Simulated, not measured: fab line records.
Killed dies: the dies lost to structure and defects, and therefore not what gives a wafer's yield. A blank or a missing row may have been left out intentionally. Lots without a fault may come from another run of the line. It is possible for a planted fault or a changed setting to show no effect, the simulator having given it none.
fab line records + flow sky130
record
- lots=11
- wafers=33
- last-day=50
route steps=708 shown NWELL@76 VT_ADJUST_PCH@150 SONOS_ONO@183 POLY_GATE@213 RES_PROTECT@214 PAD_OPEN@708
lots untouched by any fault: they come from a run of this same line in which no faults occurred
start-h: hours from the record's first day to the start of the lot's first wafer shown + wait-h: how many hours have passed since the lot's step before this one + " as in the row above + L1.1+2: one row covering several wafers at once + - no value, or no start was given + * or withheld: withheld + < > ~ a bound
route shown NAME@n: NAME is a module with steps in the file, n the number in the route of the first one + usual: average and standard deviation across the fault-free wafers + same: alike in all rows + chamber/n: place in a boat + sites: the reading at each site + _std_site: standard deviation across them + _edge_site: inner sites' mean taken away from outer sites' mean + radius-mm: how far each site lies from the wafer's centre + mask NAME#n: copy n + behind: tool/chamber where the wafer was last shaped + hold: reason for holding the lot/hours on hold/outcome of the hold + device: the transistor (n, p or np) that didn't switch + end of line: the route-end tests of the same wafers + a step without rows: its recipe alone + killed: the dies lost at the first sort to structure and to defects; this is not the yield of the wafer + map: per-die view of a wafer (x killed, . not killed, _ where there is no die)
set.NAME: the run value of the setting; set.NAME@STEP: its run value at that earlier step + model.NAME: the simulator's own value behind a step, which no gauge read
route steps across a sampled set of lots; one table per step, one row per wafer
services: when a tool's chamber went out of use (start-h, in hours from the record's first day, below 0 if earlier), for how many hours, and the reason
## steps
# step SKY_NWELL_OVL_MEAS_23
# usual
- NWELL_01_OVL=-0.3/1.3
| lot.wafer | tool       | chamber | start-h | wait-h | NWELL_01_OVL[nm] |
|-----------|------------|---------|---------|--------|------------------|
| L116.1    | overlay-01 | -       | 133.56  | -      | -5.1             |
| L116.4    | "          | -       | "       | "      | -2.8             |
| L116.6    | "          | -       | "       | "      | -1.0             |
| L118.2    | overlay-01 | -       | 134.44  | -      | 1.9              |
| L118.5    | "          | -       | "       | "      | 1.8              |
| L118.6    | "          | -       | "       | "      | 1.0              |
| L117.4    | overlay-02 | -       | 135.53  | -      | 0.8              |
| L117.5    | "          | -       | "       | "      | 0.1              |
| L117.6    | "          | -       | "       | "      | 0.0              |
| L119.2    | overlay-01 | -       | 147.94  | -      | 0.9              |
| L119.4    | "          | -       | "       | "      | 1.1              |
| L119.6    | "          | -       | "       | "      | -0.7             |
| L122.1    | overlay-02 | -       | 163.16  | -      | 0.9              |
| L122.5    | "          | -       | "       | "      | 1.5              |
| L122.6    | "          | -       | "       | "      | 1.3              |
| L121.3    | overlay-01 | -       | 163.52  | -      | -1.3             |
| L121.5    | "          | -       | "       | "      | 0.4              |
| L121.6    | "          | -       | "       | "      | -2.1             |
| L123.2    | overlay-01 | -       | 165.31  | -      | -1.3             |
| L123.3    | "          | -       | "       | "      | -1.9             |
| L123.4    | "          | -       | "       | "      | -2.7             |
| L129.3    | overlay-01 | -       | 195.27  | -      | 2.0              |
| L129.4    | "          | -       | "       | "      | 0.2              |
| L129.6    | "          | -       | "       | "      | -0.9             |
| L131.2    | overlay-01 | -       | 211.81  | -      | 0.3              |
| L131.3    | "          | -       | "       | "      | -0.3             |
| L131.6    | "          | -       | "       | "      | -0.2             |
| L134.1    | overlay-02 | -       | 226.28  | -      | -0.5             |
| L134.3    | "          | -       | "       | "      | 0.4              |
| L134.5    | "          | -       | "       | "      | -1.9             |
| L137.1    | overlay-02 | -       | 245.51  | -      | -0.2             |
| L137.4    | "          | -       | "       | "      | -2.4             |
| L137.5    | "          | -       | "       | "      | -1.3             |
# step SKY_VT_ADJUST_PCH_OVL_MEAS_07
# usual
- VT_ADJUST_PCH_OVL=0.0/1.1
| lot.wafer | tool       | chamber | start-h | wait-h | VT_ADJUST_PCH_OVL[nm] |
|-----------|------------|---------|---------|--------|-----------------------|
| L116.1    | overlay-01 | -       | 262.06  | -      | 0.7                   |
| L116.4    | "          | -       | "       | "      | -1.8                  |
| L116.6    | "          | -       | "       | "      | 0.2                   |
| L118.2    | overlay-02 | -       | 266.31  | -      | -1.6                  |
| L118.5    | "          | -       | "       | "      | -0.1                  |
| L118.6    | "          | -       | "       | "      | -1.7                  |
| L117.4    | overlay-02 | -       | 267.99  | -      | -0.8                  |
| L117.5    | "          | -       | "       | "      | 1.0                   |
| L117.6    | "          | -       | "       | "      | 1.4                   |
| L119.2    | overlay-02 | -       | 281.38  | -      | -1.2                  |
| L119.4    | "          | -       | "       | "      | 0.7                   |
| L119.6    | "          | -       | "       | "      | 0.2                   |
| L122.1    | overlay-02 | -       | 301.47  | -      | 1.9                   |
| L122.5    | "          | -       | "       | "      | -0.5                  |
| L122.6    | "          | -       | "       | "      | 0.4                   |
| L121.3    | overlay-02 | -       | 301.84  | -      | 1.5                   |
| L121.5    | "          | -       | "       | "      | -0.6                  |
| L121.6    | "          | -       | "       | "      | 0.2                   |
| L123.2    | overlay-01 | -       | 303.13  | -      | 1.2                   |
| L123.3    | "          | -       | "       | "      | 0.8                   |
| L123.4    | "          | -       | "       | "      | -0.7                  |
| L129.3    | overlay-02 | -       | 342.13  | -      | -1.7                  |
| L129.4    | "          | -       | "       | "      | 0.4                   |
| L129.6    | "          | -       | "       | "      | -0.1                  |
| L131.2    | overlay-02 | -       | 360.81  | -      | 1.7                   |
| L131.3    | "          | -       | "       | "      | -0.4                  |
| L131.6    | "          | -       | "       | "      | 0.3                   |
| L134.1    | overlay-01 | -       | 379.42  | -      | 0.0                   |
| L134.3    | "          | -       | "       | "      | 0.4                   |
| L134.5    | "          | -       | "       | "      | -0.1                  |
| L137.1    | overlay-02 | -       | 403.51  | -      | -1.0                  |
| L137.4    | "          | -       | "       | "      | 0.4                   |
| L137.5    | "          | -       | "       | "      | -1.5                  |
# step SKY_SONOS_ONO_ETCH_15
# recipe
- target-depth-nm=19.52
- chemistry=CHF3/O2
- source-w=600
- bias-w=200
- pressure-mtorr=40
- chf3-flow-sccm=50
- O2_flow_sccm=5
- time-s=7.8
# usual
- bias-w=200.0/0.62
- drypump-motor-current-A=5.8/0.33
- oes-product-au=0.995/0.01
- rf-fwd-power-W=588.5/2.8
- throttle-valve-pct=8.823/0.0099
| lot.wafer | tool        | chamber | start-h | wait-h | bias-w | drypump-motor-current-A | oes-product-au | rf-fwd-power-W | rf-hours-counter-h | throttle-valve-pct |
|-----------|-------------|---------|---------|--------|--------|-------------------------|----------------|----------------|--------------------|--------------------|
| L116.1    | rie-diel-03 | 2       | 317.33  | 0.0    | 199.7  | 5.9                     | 1.010          | 587.4          | 70                 | 8.826              |
| L116.4    | "           | 0       | "       | "      | 200.5  | 5.5                     | 1.005          | 588.0          | 86                 | 8.830              |
| L116.6    | "           | 0       | "       | "      | 200.2  | 5.5                     | 0.995          | 586.3          | -                  | 8.806              |
| L117.4    | rie-diel-04 | 1       | 323.83  | 0.0    | 200.5  | 6.0                     | 0.987          | 592.3          | 67                 | 8.811              |
| L117.5    | "           | 2       | "       | "      | 199.6  | 5.7                     | 0.979          | 587.7          | -                  | 8.807              |
| L117.6    | "           | 3       | "       | "      | 200.0  | 6.1                     | 0.991          | 588.3          | -                  | 8.812              |
| L118.2    | rie-diel-03 | 2       | 323.89  | 0.0    | 199.7  | 5.9                     | 1.012          | 588.5          | 70                 | 8.824              |
| L118.5    | "           | 2       | "       | "      | 199.8  | 5.9                     | 0.999          | 586.3          | -                  | 8.825              |
| L118.6    | "           | 0       | "       | "      | 199.8  | 5.5                     | 1.001          | 588.8          | -                  | 8.824              |
| L119.2    | rie-diel-04 | 3       | 339.06  | 0.0    | 200.2  | 6.1                     | 0.998          | 589.2          | 106                | 8.834              |
| L119.4    | "           | 2       | "       | "      | 199.6  | 5.6                     | 0.992          | 588.0          | 9                  | 8.825              |
| L119.6    | "           | 2       | "       | "      | 199.5  | 5.7                     | 0.989          | 587.9          | -                  | 8.825              |
| L122.1    | rie-diel-02 | 1       | 360.26  | 0.0    | 199.6  | 5.7                     | 0.978          | 584.9          | 0                  | 8.829              |
| L122.5    | "           | 2       | "       | "      | 200.0  | 5.8                     | 1.008          | 588.4          | -                  | 8.844              |
| L122.6    | "           | 1       | "       | "      | 199.6  | 5.7                     | 0.981          | 586.8          | -                  | 8.815              |
| L121.3    | rie-diel-03 | 2       | 360.56  | 0.0    | 199.1  | 5.9                     | 0.989          | 589.9          | 71                 | 8.829              |
| L121.5    | "           | 3       | "       | "      | 198.9  | 5.7                     | 0.990          | 587.7          | -                  | 8.814              |
| L121.6    | "           | 0       | "       | "      | 199.0  | 5.5                     | 1.014          | 588.3          | -                  | 8.825              |
| L123.2    | rie-diel-04 | 1       | 361.81  | 0.0    | 199.8  | 5.9                     | 0.999          | 595.4          | 67                 | 8.818              |
| L123.3    | "           | 3       | "       | "      | 198.5  | 6.1                     | 0.988          | 589.5          | 107                | 8.812              |
| L123.4    | "           | 2       | "       | "      | 200.1  | 5.6                     | 0.980          | 589.0          | 9                  | 8.816              |
| L129.3    | rie-diel-02 | 0       | 404.93  | 0.0    | 199.3  | 5.3                     | 1.006          | 582.1          | 97                 | 8.837              |
| L129.4    | "           | 3       | "       | "      | 200.3  | 6.6                     | 0.984          | 586.8          | 17                 | 8.811              |
| L129.6    | "           | 0       | "       | "      | 200.3  | 5.3                     | 0.998          | 585.1          | -                  | 8.819              |
| L131.2    | rie-diel-02 | 3       | 426.04  | 0.0    | 200.1  | 6.6                     | 0.990          | 589.5          | 18                 | 8.814              |
| L131.3    | "           | 1       | "       | "      | 199.4  | 5.7                     | 0.989          | 588.3          | 2                  | 8.818              |
| L131.6    | "           | 3       | "       | "      | 200.8  | 6.6                     | 0.992          | 589.1          | -                  | 8.827              |
| L134.1    | rie-diel-04 | 1       | 444.43  | 0.0    | 200.2  | 5.9                     | 0.990          | 594.0          | 69                 | 8.825              |
| L134.3    | "           | 3       | "       | "      | 199.2  | 6.1                     | 1.007          | 586.9          | 0                  | 8.812              |
| L134.5    | "           | 3       | "       | "      | 198.7  | 6.1                     | 1.012          | 591.0          | -                  | 8.842              |
| L137.1    | rie-diel-04 | 2       | 469.88  | 0.0    | 200.3  | 5.7                     | 0.991          | 588.0          | 11                 | 8.813              |
| L137.4    | "           | 3       | "       | "      | 199.2  | 6.1                     | 1.008          | 585.8          | -                  | 8.829              |
| L137.5    | "           | 0       | "       | "      | 200.6  | 6.3                     | 0.992          | 586.8          | -                  | 8.828              |
# step SKY_POLY_GATE_IMPLANT_02
# recipe
- species=P
- energy-kev=30
- dose-cm2=7.7e+15
- tilt-deg=0
| lot.wafer  | tool         | chamber | start-h | wait-h |
|------------|--------------|---------|---------|--------|
| L116.1+4+6 | implanter-04 | 0       | 377.02  | 0.1    |
| L117.4+5+6 | implanter-02 | 0       | 383.45  | 0.1    |
| L118.2+5+6 | implanter-03 | 0       | 383.70  | 0.1    |
| L119.2+4+6 | implanter-04 | 0       | 400.30  | 0.1    |
| L122.1+5+6 | implanter-04 | 0       | 423.61  | 0.1    |
| L122.1+5+6 | implanter-04 | 0       | 423.93  | 0.3    |
| L121.3+5+6 | implanter-04 | 0       | 425.61  | 0.1    |
| L123.2+3+4 | implanter-04 | 0       | 427.30  | 0.2    |
| L129.3+4+6 | implanter-03 | 0       | 472.27  | 0.1    |
| L129.3+4+6 | implanter-03 | 0       | 472.59  | 0.3    |
| L131.2+3+6 | implanter-03 | 0       | 495.78  | 0.1    |
| L131.2+3+6 | implanter-03 | 0       | 496.10  | 0.3    |
| L134.1+3+5 | implanter-03 | 0       | 509.21  | 0.1    |
| L137.1+4+5 | implanter-04 | 0       | 537.11  | 0.1    |
# step SKY_RES_PROTECT_STRIP_07
# recipe
- chemistry=O2/N2
- power-w=1400
- pressure-mtorr=1500
- platen-temp-c=withheld
- o2-flow-sccm=3000
- n2-flow-sccm=300
- overash-fraction=0.5
# usual
- drypump-motor-current-A=5.8/0.32
- oes-product-au=0.518/0.0045
- strip-time-to-endpoint-s=23.30/0.044
| lot.wafer | tool            | chamber | start-h | wait-h | drypump-motor-current-A | oes-product-au | rf-hours-counter-h | strip-time-to-endpoint-s |
|-----------|-----------------|---------|---------|--------|-------------------------|----------------|--------------------|--------------------------|
| L116.1    | plasma-asher-02 | 0       | 377.17  | 0.1    | 5.6                     | 0.520          | 66                 | 23.32                    |
| L116.4    | "               | 0       | "       | "      | 5.6                     | 0.515          | -                  | 23.30                    |
| L116.6    | "               | 0       | "       | "      | 5.6                     | 0.513          | -                  | 23.31                    |
| L117.4    | plasma-asher-01 | 1       | 383.56  | 0.1    | 6.2                     | 0.519          | -                  | 23.27                    |
| L117.5    | "               | 0       | "       | "      | 5.5                     | 0.508          | -                  | 23.27                    |
| L117.6    | "               | 1       | "       | "      | 6.2                     | 0.512          | -                  | 23.25                    |
| L118.2    | plasma-asher-04 | 1       | 383.82  | 0.1    | 5.4                     | 0.517          | 70                 | 23.34                    |
| L118.5    | "               | 0       | "       | "      | 6.1                     | 0.515          | -                  | 23.26                    |
| L118.6    | "               | 1       | "       | "      | 5.3                     | 0.520          | -                  | 23.29                    |
| L119.2    | plasma-asher-02 | 1       | 400.42  | 0.1    | 5.6                     | 0.516          | 69                 | 23.31                    |
| L119.4    | "               | 1       | "       | "      | 5.6                     | 0.525          | -                  | 23.32                    |
| L119.6    | "               | 0       | "       | "      | 5.6                     | 0.512          | -                  | 23.33                    |
| L122.1    | plasma-asher-01 | 0       | 424.08  | 0.1    | 5.5                     | 0.493          | 29                 | 25.13                    |
| L122.5    | "               | 0       | "       | "      | 5.5                     | 0.496          | -                  | 25.17                    |
| L122.6    | "               | 1       | "       | "      | 6.2                     | 0.488          | -                  | 25.16                    |
| L121.3    | plasma-asher-01 | 1       | 425.74  | 0.1    | 6.2                     | 0.522          | -                  | 23.29                    |
| L121.5    | "               | 1       | "       | "      | 6.2                     | 0.521          | -                  | 23.26                    |
| L121.6    | "               | 0       | "       | "      | 5.5                     | 0.525          | -                  | 23.28                    |
| L123.2    | plasma-asher-04 | 0       | 427.43  | 0.1    | 6.1                     | 0.517          | 74                 | 23.20                    |
| L123.3    | "               | 1       | "       | "      | 5.4                     | 0.518          | -                  | 23.24                    |
| L123.4    | "               | 0       | "       | "      | 6.1                     | 0.514          | -                  | 23.25                    |
| L129.3    | plasma-asher-02 | 1       | 472.72  | 0.1    | 5.6                     | 0.492          | -                  | 25.11                    |
| L129.4    | "               | 0       | "       | "      | 5.6                     | 0.496          | -                  | 25.10                    |
| L129.6    | "               | 1       | "       | "      | 5.6                     | 0.492          | -                  | 25.17                    |
| L131.2    | plasma-asher-01 | 1       | 496.23  | 0.1    | 6.2                     | 0.497          | 36                 | 25.06                    |
| L131.3    | "               | 0       | "       | "      | 5.5                     | 0.495          | -                  | 25.10                    |
| L131.6    | "               | 1       | "       | "      | 6.2                     | 0.496          | -                  | 25.05                    |
| L134.1    | plasma-asher-01 | 1       | 509.36  | 0.1    | 6.2                     | 0.515          | 37                 | 23.32                    |
| L134.3    | "               | 0       | "       | "      | 5.5                     | 0.519          | -                  | 23.35                    |
| L134.5    | "               | 1       | "       | "      | 6.2                     | 0.515          | -                  | 23.33                    |
| L137.1    | plasma-asher-01 | 1       | 537.26  | 0.1    | 6.2                     | 0.522          | 40                 | 23.32                    |
| L137.4    | "               | 0       | "       | "      | 5.5                     | 0.516          | -                  | 23.38                    |
| L137.5    | "               | 1       | "       | "      | 6.2                     | 0.511          | -                  | 23.32                    |
# step SKY_RES_PROTECT_TW_MEAS_08
# usual
- POLY_GATE_TW=4050/34
| lot.wafer | tool          | chamber | start-h | wait-h | POLY_GATE_TW |
|-----------|---------------|---------|---------|--------|--------------|
| L116.1    | film-metro-04 | -       | 377.27  | 0.1    | 4051         |
| L116.4    | "             | -       | "       | "      | 4052         |
| L116.6    | "             | -       | "       | "      | 4065         |
| L117.4    | film-metro-03 | -       | 383.65  | 0.1    | 4017         |
| L117.5    | "             | -       | "       | "      | 4016         |
| L117.6    | "             | -       | "       | "      | 4012         |
| L118.2    | film-metro-02 | -       | 383.93  | 0.1    | 4059         |
| L118.5    | "             | -       | "       | "      | 4090         |
| L118.6    | "             | -       | "       | "      | 4080         |
| L119.2    | film-metro-04 | -       | 400.53  | 0.1    | 4052         |
| L119.4    | "             | -       | "       | "      | 4059         |
| L119.6    | "             | -       | "       | "      | 4040         |
| L122.1    | film-metro-04 | -       | 424.18  | 0.1    | 4187         |
| L122.5    | "             | -       | "       | "      | 4199         |
| L122.6    | "             | -       | "       | "      | 4195         |
| L121.3    | film-metro-03 | -       | 425.83  | 0.1    | 4022         |
| L121.5    | "             | -       | "       | "      | 4014         |
| L121.6    | "             | -       | "       | "      | 4007         |
| L123.2    | film-metro-02 | -       | 427.54  | 0.1    | 4073         |
| L123.3    | "             | -       | "       | "      | 4075         |
| L123.4    | "             | -       | "       | "      | 4077         |
| L129.3    | film-metro-03 | -       | 472.81  | 0.1    | 4162         |
| L129.4    | "             | -       | "       | "      | 4160         |
| L129.6    | "             | -       | "       | "      | 4127         |
| L131.2    | film-metro-03 | -       | 496.33  | 0.1    | 4157         |
| L131.3    | "             | -       | "       | "      | 4149         |
| L131.6    | "             | -       | "       | "      | 4183         |
| L134.1    | film-metro-04 | -       | 509.46  | 0.1    | 4039         |
| L134.3    | "             | -       | "       | "      | 4065         |
| L134.5    | "             | -       | "       | "      | 4068         |
| L137.1    | film-metro-03 | -       | 537.36  | 0.1    | 4027         |
| L137.4    | "             | -       | "       | "      | 4005         |
| L137.5    | "             | -       | "       | "      | 4015         |
# step SKY_PAD_OPEN_PROBE_99
# usual
- killed_at_M0_to_M3=44/6.8
- killed_at_M4_up=3.1/1.8
- killed-at-contacts=25/5.2
- killed-at-front-end=15/4.1
- killed-at-other=0.3/0.62
- killed-dies=88/9.4
- killed-open=48/7.1
- killed-short=40/6.1
# same
- gross-dies=492
- killed-at-back-side=0
| lot.wafer | tool      | chamber | start-h | wait-h | killed_at_M0_to_M3 | killed_at_M4_up | killed-at-contacts | killed-at-front-end | killed-at-other | killed-dies | killed-open | killed-short |
|-----------|-----------|---------|---------|--------|--------------------|-----------------|--------------------|---------------------|-----------------|-------------|-------------|--------------|
| L131.2    | prober-01 | -       | 1175.95 | 0.1    | 43                 | 2               | 14                 | 7                   | 0               | 66          | 41          | 25           |
| L131.3    | prober-01 | -       | 1176.00 | 0.2    | 45                 | 0               | 23                 | 13                  | 0               | 81          | 46          | 35           |
| L131.6    | prober-01 | -       | 1176.15 | 0.2    | 43                 | 4               | 20                 | 13                  | 0               | 80          | 45          | 35           |
| L134.1    | prober-01 | -       | 1185.38 | 0.1    | 44                 | 4               | 21                 | 14                  | 0               | 83          | 50          | 32           |
| L134.3    | prober-01 | -       | 1185.48 | 0.2    | 41                 | 1               | 17                 | 23                  | 0               | 82          | 47          | 35           |
| L134.5    | prober-01 | -       | 1185.58 | 0.2    | 47                 | 7               | 23                 | 16                  | 0               | 93          | 59          | 34           |
# killed by level:class
L131.2 VIA1:geometric-particle:open=10 CONTACT:geometric-particle:open=8 VIA2:geometric-particle:open=8 VIA1:geometric-particle:short=7 LI_CONTACT:geometric-particle:open=5 METAL1:geometric-particle:short=5 METAL2:geometric-particle:short=5 VIA3:geometric-particle:open=4
L131.3 VIA1:geometric-particle:open=15 CONTACT:geometric-particle:open=13 METAL1:geometric-particle:short=6 METAL2:geometric-particle:short=6 VIA1:geometric-particle:short=4 FIELD_ISO:geometric-particle:open=3 LI_CONTACT:geometric-particle:open=3 CONTACT:geometric-particle:short=3
L131.6 VIA1:geometric-particle:open=12 CONTACT:geometric-particle:open=7 LI_CONTACT:geometric-particle:open=6 METAL2:geometric-particle:short=6 CONTACT:geometric-particle:short=5 METAL1:geometric-particle:short=5 METAL4:geometric-particle:short=4 VIA2:geometric-particle:open=4
L134.1 VIA1:geometric-particle:open=12 VIA2:geometric-particle:open=8 CONTACT:geometric-particle:open=7 FIELD_ISO:geometric-particle:short=5 LI_CONTACT:geometric-particle:open=5 LOCAL_INTERCONNECT:geometric-particle:short=5 VIA3:geometric-particle:open=5 METAL1:geometric-particle:short=4
L134.3 VIA1:geometric-particle:open=8 FIELD_ISO:geometric-particle:short=7 POLY_GATE:geometric-particle:open=7 METAL2:geometric-particle:short=7 VIA3:geometric-particle:open=7 LI_CONTACT:geometric-particle:open=6 VIA2:geometric-particle:open=6 CONTACT:geometric-particle:open=5
L134.5 VIA1:geometric-particle:open=13 VIA2:geometric-particle:open=11 LI_CONTACT:geometric-particle:open=7 CONTACT:geometric-particle:short=6 VIA3:geometric-particle:open=6 FIELD_ISO:geometric-particle:short=5 CONTACT:geometric-particle:open=5 METAL2:geometric-particle:short=5
## services
| tool            | chamber | start-h | hours | kind   |
|-----------------|---------|---------|-------|--------|
| plasma-asher-01 | -       | 294.22  | 22.6  | pm     |
| rie-diel-04     | 2       | 308.53  | 7.5   | repair |
| implanter-03    | -       | 315.89  | 5.0   | pm     |
| rie-diel-03     | 1       | 323.88  | 3.8   | repair |
| plasma-asher-01 | -       | 328.56  | 1.8   | repair |
| plasma-asher-01 | -       | 338.41  | 5.7   | repair |
| rie-diel-03     | -       | 342.79  | 0.3   | repair |
| implanter-02    | -       | 364.27  | 1.2   | repair |
| implanter-02    | -       | 369.12  | 1.7   | repair |
| implanter-04    | -       | 382.47  | 3.5   | pm     |
| plasma-asher-01 | -       | 401.96  | 5.5   | repair |
| rie-diel-03     | 1       | 409.66  | 49.7  | repair |
| plasma-asher-02 | -       | 421.25  | 9.0   | pm     |
| plasma-asher-04 | -       | 423.73  | 0.3   | repair |
| implanter-03    | -       | 430.03  | 4.2   | repair |
| plasma-asher-01 | -       | 455.59  | 0.7   | repair |
| rie-diel-04     | 1       | 459.03  | 14.2  | repair |
| rie-diel-02     | 3       | 476.73  | 9.7   | repair |
| implanter-02    | -       | 479.38  | 2.4   | repair |
| rie-diel-04     | -       | 487.81  | 7.2   | repair |
| implanter-03    | -       | 502.23  | 4.6   | repair |
| rie-diel-03     | 2       | 509.36  | 7.3   | repair |
| rie-diel-04     | 3       | 512.21  | 11.1  | repair |
| implanter-03    | -       | 536.98  | 1.1   | repair |
## key
first-sign
- step=SKY_POLY_GATE_IMPLANT_02
- reading=visit
- direction=added
effect
- step=SKY_RES_PROTECT_STRIP_07
- reading=strip-time-to-endpoint-s
- direction=up
- sigmas=42
- usual=*
- struck=*
effect
- step=SKY_RES_PROTECT_TW_MEAS_08
- reading=POLY_GATE_TW
- direction=up
- sigmas=3.5
- usual=4050
- struck=4169
met-at SKY_POLY_GATE_IMPLANT_02
struck-lots L122,L129,L131
tester-left-out L122,L129,L131
not-acting-at SKY_NWELL_OVL_MEAS_23,SKY_VT_ADJUST_PCH_OVL_MEAS_07,SKY_SONOS_ONO_ETCH_15
fault
- kind=repeated-step-whole
- tool=implanter-02,implanter-03,implanter-04
- chamber=-
- onset-h=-
- steps=SKY_POLY_GATE_IMPLANT_02
- times=1
- scope=struck-lots-only
# tester-left-out: of these lots the tester's yield and bins aren't shown, on N5 and GAA mostly nor the transistor test; their killed dies are dies lost to structure and defects alone, not to doping, threshold or leakage, so they don't give the yield
